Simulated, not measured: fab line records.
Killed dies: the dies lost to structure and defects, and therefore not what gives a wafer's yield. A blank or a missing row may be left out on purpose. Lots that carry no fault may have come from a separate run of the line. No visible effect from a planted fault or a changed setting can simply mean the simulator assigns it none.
The tool behind it: which one? / flow sky130 / 11 lots with 33 wafers sampled at 3 steps, on a route of 708 steps

== WHAT EACH GAUGE READ, for each wafer ==
SKY_NWELL_TW_MEAS_26.
lot=L838; measured=day 5 07:25; on=film_metro-03; NWELL_2_TW=497 498 496
lot=L842; measured=day 6 09:14; on=film_metro-03; NWELL_2_TW=495 494 495
lot=L843; measured=day 6 10:19; on=film_metro-01; NWELL_2_TW=500 500 500
lot=L844; measured=day 6 16:00; on=film_metro-04; NWELL_2_TW=31 31 30 31 31 30
lot=L846; measured=day 7 15:13; on=film_metro-03; NWELL_2_TW=499 498 498
lot=L854; measured=day 10 04:32; on=film_metro-01; NWELL_2_TW=501 500 497
lot=L855; measured=day 10 00:31; on=film_metro-04; NWELL_2_TW=507 503 506
lot=L856; measured=day 10 04:46; on=film_metro-04; NWELL_2_TW=507 507 506
lot=L858; measured=day 10 11:26; on=film_metro-04; NWELL_2_TW=507 505 503
lot=L859; measured=day 10 18:40; on=film_metro-03; NWELL_2_TW=493 493 491
lot=L860; measured=day 10 19:24; on=film_metro-01; NWELL_2_TW=499 499 500

== WHICH TOOL RAN EACH LOT (tool, then ch and the chambers of the sampled wafers, then the start) ==
lot=L838; SKY_NWELL_STRIP_14=plasma_asher-04 ch 0,1, day 4 13:28; SKY_NWELL_STRIP_25=plasma_asher-03 ch 0,1, day 5 07:20
lot=L842; SKY_NWELL_STRIP_14=plasma_asher-04 ch 1, day 5 14:34; SKY_NWELL_STRIP_25=plasma_asher-01 ch 0,1, day 6 09:08
lot=L843; SKY_NWELL_STRIP_14=plasma_asher-03 ch 0,1, day 5 15:56; SKY_NWELL_STRIP_25=plasma_asher-03 ch 0,1, day 6 10:13
lot=L844; SKY_NWELL_STRIP_14=plasma_asher-03 ch 0,1, day 5 21:21; SKY_NWELL_STRIP_25=plasma_asher-03 ch 0,1, day 6 15:54
lot=L846; SKY_NWELL_STRIP_14=plasma_asher-04 ch 0,1, day 6 12:32; SKY_NWELL_STRIP_25=plasma_asher-04 ch 0,1, day 7 15:08
lot=L854; SKY_NWELL_STRIP_14=plasma_asher-01 ch 0,1, day 9 06:02; SKY_NWELL_STRIP_25=plasma_asher-03 ch 0,1, day 10 04:25
lot=L855; SKY_NWELL_STRIP_14=plasma_asher-03 ch 0,1, day 9 03:01; SKY_NWELL_STRIP_25=plasma_asher-01 ch 0,1, day 10 00:25
lot=L856; SKY_NWELL_STRIP_14=plasma_asher-03 ch 0,1, day 9 06:25; SKY_NWELL_STRIP_25=plasma_asher-04 ch 0,1, day 10 04:41
lot=L858; SKY_NWELL_STRIP_14=plasma_asher-03 ch 0,1, day 9 12:43; SKY_NWELL_STRIP_25=plasma_asher-01 ch 0,1, day 10 11:22
lot=L859; SKY_NWELL_STRIP_14=plasma_asher-04 ch 1, day 9 20:03; SKY_NWELL_STRIP_25=plasma_asher-04 ch 0,1, day 10 18:34
lot=L860; SKY_NWELL_STRIP_14=plasma_asher-04 ch 0,1, day 9 20:55; SKY_NWELL_STRIP_25=plasma_asher-03 ch 0,1, day 10 19:18
- SKY_NWELL_STRIP_14: strips in O2/N2.
- SKY_NWELL_STRIP_25: strips in O2/N2.

== THE ANSWER, worked out from the rows above alone ==
Rule: what is usual is taken from the lots themselves. The widest of any qualifying gaps counts: lots, ordered by their means at a reading, are off when they make up no more than a third of the lots, leave a main group of 4 or more, and stand apart from it by 3 or more times the standard deviation of that group's means. A main group is skipped when, at the precision printed for the reading in the tables above, its means are all equal. A lot without any number at a reading at which 4 lots or more have one is off too. All remaining lots with rows at the step are treated as sound.
Off: at SKY_NWELL_TW_MEAS_26 (NWELL_2_TW), L844. Main group: mean 500, sd 4.4.
If a tool, at a process step before that reading, ran all the lots that are off and no sound lot after the first of them, it fits. Those tools and the gauges at SKY_NWELL_TW_MEAS_26 are tried in the same way. Of those tried, none fits.

== WHAT WAS PUT IN BY THE SIMULATOR ==
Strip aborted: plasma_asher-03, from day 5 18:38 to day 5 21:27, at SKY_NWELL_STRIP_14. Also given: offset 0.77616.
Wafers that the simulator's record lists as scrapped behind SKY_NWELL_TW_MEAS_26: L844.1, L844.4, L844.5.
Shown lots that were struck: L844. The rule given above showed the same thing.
